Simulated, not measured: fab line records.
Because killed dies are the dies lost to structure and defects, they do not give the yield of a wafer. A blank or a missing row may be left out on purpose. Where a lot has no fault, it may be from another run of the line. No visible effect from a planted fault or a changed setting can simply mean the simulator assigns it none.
Code-filled problem report in 8D (eight disciplines) form	flow gf180mcu	the parts of the form that need people (team, actions taken, sign-off) are left out

== 1. THE PROBLEM ==
Wafers without a fault read 24.999, standard deviation 0.0075; beamEnergyKeV at GF_HV_LDD_IMPLANT_21 reads a mean of 25.337 on 6 wafers belonging to 2 lots. That is +45 standard deviations from the usual mean.
Seen first at day 16 03:42 on implanter-01, wafer L906.1. At this step, 18 wafers from 6 lots have a number in the record. The rule behind "out" and "out of limits": a value lying over 4 standard deviations away from the usual mean. The other wafers with a number count as sound.

== 2. WHAT IT IS, AND WHAT IT ISN'T ==
question	is	is not
which readings at this step	beamEnergyKeV	-
which lots	L906, L909	L900, L902, L907, L913
which wafers of those lots	all that have a number	-
read on which tools	implanter-01	implanter-02, implanter-03
when	from day 16 03:42	up to then (9 sound wafers); but 3 sound wafers of L913 came after

== 3. WHAT RULES OUT EACH SUSPECT ==
Counting: a tool at a process step up to the reading stays a suspect if it ran every lot that is out and no sound lot after the first of them.
- implanter-01 at GF_HV_LDD_IMPLANT_21: kept. It processed each lot that is out, first L906 at day 16 03:42, and no sound lot thereafter; up to then, the last sound lot it processed was L900 at day 13 13:38. Its own readings are out on those wafers: beamEnergyKeV.
After counting, what remains is implanter-01 at GF_HV_LDD_IMPLANT_21.

== 4. THE CAUSE (what the simulator had put in) ==
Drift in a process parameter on implanter-01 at GF_HV_LDD_IMPLANT_21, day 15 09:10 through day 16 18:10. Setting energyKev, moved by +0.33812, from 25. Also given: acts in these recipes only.
Counting left only this tool.

== 5. THE CHAIN OF EFFECTS, in route order ==
Each row: a reading whose mean over the struck wafers that have a number lies more than 3 standard deviations from the usual. Only readings whose record carries a usual standard deviation are examined. hours: median over the lots of the time between each lot's start at the first step of this table that gives one and its start at this step. sigmas: the change, counted in usual standard deviations.
hours	step	reading	usual	on struck wafers	change	sigmas
0	GF_HV_LDD_IMPLANT_21	beamEnergyKeV	24.999	25.337	+0.338	+45
Here are the process steps it includes:
- GF_HV_LDD_IMPLANT_21

== 6. HOW IT WOULD HAVE BEEN CAUGHT EARLIER ==
First out-of-limits reading in this record: day 16 03:42, which is 19 hours after fault onset at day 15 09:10.
